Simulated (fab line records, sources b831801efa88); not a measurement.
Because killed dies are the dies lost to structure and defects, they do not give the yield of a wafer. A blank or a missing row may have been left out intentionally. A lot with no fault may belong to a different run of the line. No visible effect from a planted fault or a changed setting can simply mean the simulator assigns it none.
Matching of chambers ; flow gf180mcu ; GF_V3_CMP_26 on cmp-02: 4 sister chambers
The step polishes, stops on SiO2, t overpolish 15 s, target thk 0 nm. 4 wafers are shown with their chamber, then 8 later ones without.

== WAFERS PAIRED WITH THEIR CHAMBERS ==
wafer;chamber;motor_current_A (A)
L082.4;3;9.4
L083.4;2;10.3
L088.5;0;9.8
L091.2;1;9.8

== WAFERS WITH NO CHAMBER GIVEN ==
wafer;motor_current_A (A)
L091.5;9.3
L091.6;9.5
L096.1;9.6
L096.2;9.6
L096.3;10.3
L097.3;9.9
L097.4;10.4
L097.5;10.1

== CHAMBER TAKEN BY EACH ==
wafer;from the rows above;in truth
L091.5;3;3
L091.6;can't be placed: 3 or 0 or 1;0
L096.1;can't be placed: 3 or 0 or 1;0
L096.2;can't be placed: 3 or 0 or 1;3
L096.3;2;2
L097.3;can't be placed: 0 or 1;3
L097.4;2;2
L097.5;can't be placed: 2 or 0 or 1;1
3 of 8 placed correctly. These rows do not allow placing 5 (true chamber among the candidates in 4). Number placed wrongly: 0.
How it was worked out, from the rows above alone: a wafer's distance from a chamber is the root of the sum, over the readings, of the square of ((its reading less the chamber's mean) divided by the reading's scatter). If the next closest chamber is less than 2 further off than the closest, the wafer can't be placed; otherwise it belongs to the closest. The mean given for a chamber averages the wafers shown for that chamber. The scatter (one wafer shown for each chamber): square how far every hidden wafer sits from the nearest shown wafer, average those squares and take the square root.
